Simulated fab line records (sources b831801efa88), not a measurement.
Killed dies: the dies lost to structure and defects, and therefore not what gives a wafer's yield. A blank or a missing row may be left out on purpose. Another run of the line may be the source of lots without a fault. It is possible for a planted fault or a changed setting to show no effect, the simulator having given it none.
Comparing a struck lot with a sound one	flow sky130	16 steps out of a route of 708
Sound: wafers L826.3, L826.4, L826.5. Struck: wafer L838.2 (L838.1, L838.3, from the same lot, were not struck and are left out); the cause is given at the end.
At each step with rows: each side's tool, then ch and its chambers, then its first start. Under that, the readings that differ: sound wafers	struck wafers	difference of the means	sigmas: that difference in standard deviations of wafers without a fault.
alike: readings with means less than 2 such deviations apart, plus words and numbers identical on both sides. not compared: withheld readings, readings lacking a value on some wafer, bounds such as >300 that could conceal the same value, and numbers that have no deviation in the record and whose values overlap.
A row with sigmas, a row that says differs or no value, or rows on one side alone: a step with any of these is where the two part. Numbers that don't overlap but have no deviation are shown without sigmas and don't part them. Lack of a reading on every wafer of one side parts them only where that side has two or more wafers.

SKY_VIA2_BOW_MEAS_03:
  struck on filmMetro-04, day 41 14:28; sound on filmMetro-01, day 37 23:03
  alike: VIA2_BOW
then, 8 steps without rows for these wafers: SKY_VIA2_DEHYDRATE_04 (time 60 s); SKY_VIA2_HMDS_05 (prime time 60 s); SKY_VIA2_COAT_06 (resist thk 60 nm); SKY_VIA2_COAT_07 (resist thk 450 nm); SKY_VIA2_SOFTBAKE_08 (time 90 s); SKY_VIA2_EXPOSE_09 (exposes mask VIM2, target cd 200 nm); SKY_VIA2_PEB_10; SKY_VIA2_DEVELOP_11 (develop time 60 s).
SKY_VIA2_CD_MEAS_12 targets a cd of 200 nm.
  struck on cdSem-01, day 42 14:14; sound on cdSem-01, day 39 01:04
  alike: cdNm
SKY_VIA2_OVL_MEAS_13:
  struck on overlay-02, day 42 14:21; sound on overlay-01, day 39 01:10
  alike: VIA2_OVL
SKY_VIA2_ETCH_14: etches BARC in N2/H2, stops on SiO2, time 45.9 s, target depth 60 nm.
  sound on rieDiel-02 ch 1,3, day 39 01:11; struck on rieDiel-02 ch 1, day 42 14:23
reading	sound	struck	difference	sigmas
oesProductAu (a.u.)	0.858 0.847 0.852	0.863	+0.011	+2
  alike: drypumpMotorCurrentA, throttleValvePct
  not compared: rfHoursCounterH
SKY_VIA2_ETCH_15: etches SiO2 in C4F8/O2/Ar, stops on TiN, target depth 546 nm, time 84 s.
  sound on rieDiel-02 ch 1,3, day 39 01:14; struck on rieDiel-02 ch 1, day 42 14:26
reading	sound	struck	difference	sigmas
model.KrF-thick_of_VIA2_COAT_07.thkNm (nm)	279.5 284.9 281.1	231.1	-50.7	
model.VIA2.featureDepthNm (nm)	496.2 496.9 494.7	505.5	+9.6	
model.TiN_of_METAL2_SPUTTER_04.thkNm (nm)	66.96 68.51 67.68	57.39	-10.33	
  alike: oesProductAu
  not compared: rfHoursCounterH
SKY_VIA2_STRIP_16: strips in O2/N2.
  sound on plasmaAsher-02 ch 0,1, day 39 01:20; struck on plasmaAsher-01 ch 0, day 42 14:29
reading	sound	struck	difference	sigmas
oesProductAu (a.u.)	0.393 0.395 0.400	0.376	-0.020	-4
rfHoursCounterH (h)	- - -	90	no value on the sound wafers	
stripTimeToEndpointS (s)	4.00 4.06 4.03	3.51	-0.52	-13
  alike: drypumpMotorCurrentA
then, 1 step without rows for these wafers: SKY_VIA2_STRIP_17 (strips in post etch residue remover, time 1200 s).
SKY_PAD_OPEN_PROBE_99:
  the record holds rows for the sound wafers here (prober-02, day 47 20:38) but none for the struck ones

== WHERE THEY PART ==
Earliest at SKY_VIA2_ETCH_14; latest, in this record, at SKY_PAD_OPEN_PROBE_99.

WHY: what had been put in by the simulator
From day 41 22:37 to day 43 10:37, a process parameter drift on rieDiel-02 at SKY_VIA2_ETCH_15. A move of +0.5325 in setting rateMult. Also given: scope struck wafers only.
